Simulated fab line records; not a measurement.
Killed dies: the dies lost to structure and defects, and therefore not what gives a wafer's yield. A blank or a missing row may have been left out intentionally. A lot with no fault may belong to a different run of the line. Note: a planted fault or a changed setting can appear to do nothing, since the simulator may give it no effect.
Which of the tools did it? || flow sky130 || Sampling: 12 lots, 36 wafers, 5 of 708 route steps

## WHAT THE GAUGES SHOWED, per wafer
SKY_POLY_GATE_CD_MEAS_22. Usual: cd-nm reads 149.2 nm (standard deviation 2.2).
{"lot": "L811", "measured": "day 16 03:47", "on": "cd-sem-01", "cd-nm (nm)": "148.7 151.1 148.1", "flag": ""}
{"lot": "L815", "measured": "day 17 18:13", "on": "cd-sem-01", "cd-nm (nm)": "149.1 151.2 148.8", "flag": ""}
{"lot": "L817", "measured": "day 18 21:41", "on": "cd-sem-02", "cd-nm (nm)": "151.4 151.8 150.5", "flag": ""}
{"lot": "L818", "measured": "day 19 05:51", "on": "cd-sem-01", "cd-nm (nm)": "151.6 149.9 147.9", "flag": ""}
{"lot": "L821", "measured": "day 20 09:01", "on": "cd-sem-01", "cd-nm (nm)": "148.2 146.8 147.9", "flag": ""}
{"lot": "L822", "measured": "day 21 01:28", "on": "cd-sem-02", "cd-nm (nm)": "149.5 148.4 149.5", "flag": ""}
{"lot": "L825", "measured": "day 21 20:34", "on": "cd-sem-02", "cd-nm (nm)": "149.5 148.0 146.9", "flag": ""}
{"lot": "L827", "measured": "day 22 14:37", "on": "cd-sem-01", "cd-nm (nm)": "150.2 149.9 148.9", "flag": ""}
{"lot": "L832", "measured": "day 24 00:20", "on": "cd-sem-01", "cd-nm (nm)": "149.9 149.3 151.5", "flag": ""}
{"lot": "L831", "measured": "day 24 08:56", "on": "cd-sem-02", "cd-nm (nm)": "149.2 151.1 148.1", "flag": ""}
{"lot": "L833", "measured": "day 24 18:27", "on": "cd-sem-01", "cd-nm (nm)": "148.0 145.8 147.7", "flag": ""}
{"lot": "L834", "measured": "day 24 22:26", "on": "cd-sem-01", "cd-nm (nm)": "150.2 151.6 152.8", "flag": ""}

SKY_LDD_P_CD_MEAS_07: the cd target is 380 nm. Usual: cd-nm reads 379.7 nm (standard deviation 2.3).
{"lot": "L811", "measured": "day 18 14:45", "on": "cd-sem-01", "cd-nm (nm)": "381.8 382.5 381.8", "flag": ""}
{"lot": "L815", "measured": "day 20 07:14", "on": "cd-sem-01", "cd-nm (nm)": "379.9 378.1 379.5", "flag": ""}
{"lot": "L817", "measured": "day 21 12:15", "on": "cd-sem-01", "cd-nm (nm)": "379.6 378.1 376.2", "flag": ""}
{"lot": "L818", "measured": "day 21 21:05", "on": "cd-sem-01", "cd-nm (nm)": "381.6 381.6 381.2", "flag": ""}
{"lot": "L821", "measured": "day 22 22:09", "on": "cd-sem-02", "cd-nm (nm)": "378.9 376.9 380.7", "flag": ""}
{"lot": "L822", "measured": "day 23 15:43", "on": "cd-sem-02", "cd-nm (nm)": "380.0 381.9 379.4", "flag": ""}
{"lot": "L825", "measured": "day 24 09:46", "on": "cd-sem-01", "cd-nm (nm)": "379.5 378.7 378.3", "flag": ""}
{"lot": "L827", "measured": "day 25 03:46", "on": "cd-sem-02", "cd-nm (nm)": "378.8 377.4 377.2", "flag": ""}
{"lot": "L832", "measured": "day 26 12:03", "on": "cd-sem-01", "cd-nm (nm)": "380.2 380.4 377.8", "flag": ""}
{"lot": "L831", "measured": "day 26 20:48", "on": "cd-sem-02", "cd-nm (nm)": "378.1 378.9 380.9", "flag": ""}
{"lot": "L833", "measured": "day 27 05:50", "on": "cd-sem-01", "cd-nm (nm)": "379.5 382.5 379.0", "flag": ""}
{"lot": "L834", "measured": "day 27 08:35", "on": "cd-sem-02", "cd-nm (nm)": "380.6 379.7 382.0", "flag": ""}

SKY_LDD_HVN_TW_MEAS_10. Usual: for LDD_HVN_TW the level is 1429 and the standard deviation is 19.
{"lot": "L811", "measured": "day 19 21:58", "on": "film-metro-02", "LDD_HVN_TW": "1410 1404 1404", "flag": ""}
{"lot": "L815", "measured": "day 21 14:31", "on": "film-metro-01", "LDD_HVN_TW": "1425 1431 1423", "flag": ""}
{"lot": "L817", "measured": "day 22 18:58", "on": "film-metro-02", "LDD_HVN_TW": "1405 1408 1413", "flag": ""}
{"lot": "L818", "measured": "day 23 03:41", "on": "film-metro-03", "LDD_HVN_TW": "1812 1828 1814", "flag": "OFF"}
{"lot": "L821", "measured": "day 24 05:26", "on": "film-metro-03", "LDD_HVN_TW": "1817 1811 1812", "flag": "OFF"}
{"lot": "L822", "measured": "day 24 22:17", "on": "film-metro-03", "LDD_HVN_TW": "1817 1821 1813", "flag": "OFF"}
{"lot": "L825", "measured": "day 25 16:20", "on": "film-metro-03", "LDD_HVN_TW": "1453 1462 1457", "flag": ""}
{"lot": "L827", "measured": "day 26 09:31", "on": "film-metro-03", "LDD_HVN_TW": "1450 1454 1463", "flag": ""}
{"lot": "L832", "measured": "day 27 17:04", "on": "film-metro-02", "LDD_HVN_TW": "1405 1412 1418", "flag": ""}
{"lot": "L831", "measured": "day 28 01:25", "on": "film-metro-01", "LDD_HVN_TW": "1423 1421 1422", "flag": ""}
{"lot": "L833", "measured": "day 28 10:40", "on": "film-metro-01", "LDD_HVN_TW": "1431 1424 1430", "flag": ""}
{"lot": "L834", "measured": "day 28 13:32", "on": "film-metro-02", "LDD_HVN_TW": "1416 1423 1418", "flag": ""}

## TOOL THAT RAN EACH LOT (tool first, then ch and the chambers of the sampled wafers, then the start)
{"lot": "L811", "SKY_POLY_GATE_STRIP_18": "plasma-asher-02 ch 0,1, day 16 00:01", "SKY_LDD_HVN_IMPLANT_08": "implanter-02 ch 0, day 19 21:44"}
{"lot": "L815", "SKY_POLY_GATE_STRIP_18": "plasma-asher-02 ch 0,1, day 17 15:42", "SKY_LDD_HVN_IMPLANT_08": "implanter-02 ch 0, day 21 14:16"}
{"lot": "L817", "SKY_POLY_GATE_STRIP_18": "plasma-asher-03 ch 0,1, day 18 19:57", "SKY_LDD_HVN_IMPLANT_08": "implanter-02 ch 0, day 22 18:43"}
{"lot": "L818", "SKY_POLY_GATE_STRIP_18": "plasma-asher-02 ch 0,1, day 19 04:22", "SKY_LDD_HVN_IMPLANT_08": "implanter-02 ch 0, day 23 03:08"}
{"lot": "L821", "SKY_POLY_GATE_STRIP_18": "plasma-asher-02 ch 0,1, day 20 07:33", "SKY_LDD_HVN_IMPLANT_08": "implanter-01 ch 0, day 24 04:52"}
{"lot": "L822", "SKY_POLY_GATE_STRIP_18": "plasma-asher-01 ch 0,1, day 20 23:59", "SKY_LDD_HVN_IMPLANT_08": "implanter-02 ch 0, day 24 21:43"}
{"lot": "L825", "SKY_POLY_GATE_STRIP_18": "plasma-asher-02 ch 0, day 21 19:07", "SKY_LDD_HVN_IMPLANT_08": "implanter-04 ch 0, day 25 16:05"}
{"lot": "L827", "SKY_POLY_GATE_STRIP_18": "plasma-asher-01 ch 1, day 22 13:10", "SKY_LDD_HVN_IMPLANT_08": "implanter-01 ch 0, day 26 09:16"}
{"lot": "L832", "SKY_POLY_GATE_STRIP_18": "plasma-asher-03 ch 1, day 23 22:53", "SKY_LDD_HVN_IMPLANT_08": "implanter-01 ch 0, day 27 16:49"}
{"lot": "L831", "SKY_POLY_GATE_STRIP_18": "plasma-asher-01 ch 0,1, day 24 07:18", "SKY_LDD_HVN_IMPLANT_08": "implanter-04 ch 0, day 28 01:10"}
{"lot": "L833", "SKY_POLY_GATE_STRIP_18": "plasma-asher-03 ch 0,1, day 24 16:58", "SKY_LDD_HVN_IMPLANT_08": "implanter-01 ch 0, day 28 10:26"}
{"lot": "L834", "SKY_POLY_GATE_STRIP_18": "plasma-asher-02 ch 0,1, day 24 20:23", "SKY_LDD_HVN_IMPLANT_08": "implanter-02 ch 0, day 28 13:18"}
- SKY_POLY_GATE_STRIP_18: strips in O2/N2.
- SKY_LDD_HVN_IMPLANT_08

## AS READ BY THE TOOLS THEMSELVES (means over the sampled wafers that have a number; for cases with no such wafer, the mark the record gives instead)
SKY_POLY_GATE_STRIP_18. Usual: drypump-motor-current-A 5.8 A, standard deviation 0.46; oes-product-au 0.361 a.u., standard deviation 0.0045; strip-time-to-endpoint-s 3.18 s, standard deviation 0.035.
{"lot": "L811", "tool": "plasma-asher-02", "drypump-motor-current-A (A)": 5.7, "oes-product-au (a.u.)": 0.363, "strip-time-to-endpoint-s (s)": 3.14, "flag": ""}
{"lot": "L815", "tool": "plasma-asher-02", "drypump-motor-current-A (A)": 5.7, "oes-product-au (a.u.)": 0.363, "strip-time-to-endpoint-s (s)": 3.18, "flag": ""}
{"lot": "L817", "tool": "plasma-asher-03", "drypump-motor-current-A (A)": 5.9, "oes-product-au (a.u.)": 0.356, "strip-time-to-endpoint-s (s)": 3.18, "flag": ""}
{"lot": "L818", "tool": "plasma-asher-02", "drypump-motor-current-A (A)": 5.5, "oes-product-au (a.u.)": 0.361, "strip-time-to-endpoint-s (s)": 3.16, "flag": ""}
{"lot": "L821", "tool": "plasma-asher-02", "drypump-motor-current-A (A)": 5.6, "oes-product-au (a.u.)": 0.364, "strip-time-to-endpoint-s (s)": 3.17, "flag": ""}
{"lot": "L822", "tool": "plasma-asher-01", "drypump-motor-current-A (A)": 6.0, "oes-product-au (a.u.)": 0.363, "strip-time-to-endpoint-s (s)": 3.15, "flag": ""}
{"lot": "L825", "tool": "plasma-asher-02", "drypump-motor-current-A (A)": 5.9, "oes-product-au (a.u.)": 0.361, "strip-time-to-endpoint-s (s)": 3.15, "flag": ""}
{"lot": "L827", "tool": "plasma-asher-01", "drypump-motor-current-A (A)": 6.3, "oes-product-au (a.u.)": 0.363, "strip-time-to-endpoint-s (s)": 3.19, "flag": ""}
{"lot": "L832", "tool": "plasma-asher-03", "drypump-motor-current-A (A)": 5.6, "oes-product-au (a.u.)": 0.358, "strip-time-to-endpoint-s (s)": 3.16, "flag": ""}
{"lot": "L831", "tool": "plasma-asher-01", "drypump-motor-current-A (A)": 6.0, "oes-product-au (a.u.)": 0.356, "strip-time-to-endpoint-s (s)": 3.21, "flag": ""}
{"lot": "L833", "tool": "plasma-asher-03", "drypump-motor-current-A (A)": 5.9, "oes-product-au (a.u.)": 0.361, "strip-time-to-endpoint-s (s)": 3.19, "flag": ""}
{"lot": "L834", "tool": "plasma-asher-02", "drypump-motor-current-A (A)": 5.7, "oes-product-au (a.u.)": 0.360, "strip-time-to-endpoint-s (s)": 3.16, "flag": ""}

SKY_LDD_HVN_IMPLANT_08. Usual: faraday-current-uA reads 169 (standard deviation 3.6).
{"lot": "L811", "tool": "implanter-02", "faraday-current-uA": 169, "flag": ""}
{"lot": "L815", "tool": "implanter-02", "faraday-current-uA": 167, "flag": ""}
{"lot": "L817", "tool": "implanter-02", "faraday-current-uA": 166, "flag": ""}
{"lot": "L818", "tool": "implanter-02", "faraday-current-uA": 168, "flag": ""}
{"lot": "L821", "tool": "implanter-01", "faraday-current-uA": 169, "flag": ""}
{"lot": "L822", "tool": "implanter-02", "faraday-current-uA": 170, "flag": ""}
{"lot": "L825", "tool": "implanter-04", "faraday-current-uA": 171, "flag": ""}
{"lot": "L827", "tool": "implanter-01", "faraday-current-uA": 169, "flag": ""}
{"lot": "L832", "tool": "implanter-01", "faraday-current-uA": 169, "flag": ""}
{"lot": "L831", "tool": "implanter-04", "faraday-current-uA": 170, "flag": ""}
{"lot": "L833", "tool": "implanter-01", "faraday-current-uA": 169, "flag": ""}
{"lot": "L834", "tool": "implanter-02", "faraday-current-uA": 168, "flag": ""}

## THE ANSWER, worked out from the rows above alone
Rule: take the mean of a lot's wafers that have a number; if it is more than 3 standard deviations from the usual mean, the lot is off. Also off: a lot with no number at a reading for which 4 or more lots have one. All remaining lots with rows at the step are treated as sound. The gauges are gone through in route order, then the tools' own readings, and for those a lot's mean is taken as printed above. At the first step where some lot is off, the reading lying furthest off is the one used; lots without a number count as furthest.
Off: L818, L821, L822, at SKY_LDD_HVN_TW_MEAS_10 (LDD_HVN_TW).
A tool fits if, at a process step before that reading, it ran every lot that is off, and no sound lot after the first of them. Gauges at SKY_LDD_HVN_TW_MEAS_10: tried the same way as those tools. Not one of the candidates tried fits.

## WHAT THE SIMULATOR HAD INSERTED
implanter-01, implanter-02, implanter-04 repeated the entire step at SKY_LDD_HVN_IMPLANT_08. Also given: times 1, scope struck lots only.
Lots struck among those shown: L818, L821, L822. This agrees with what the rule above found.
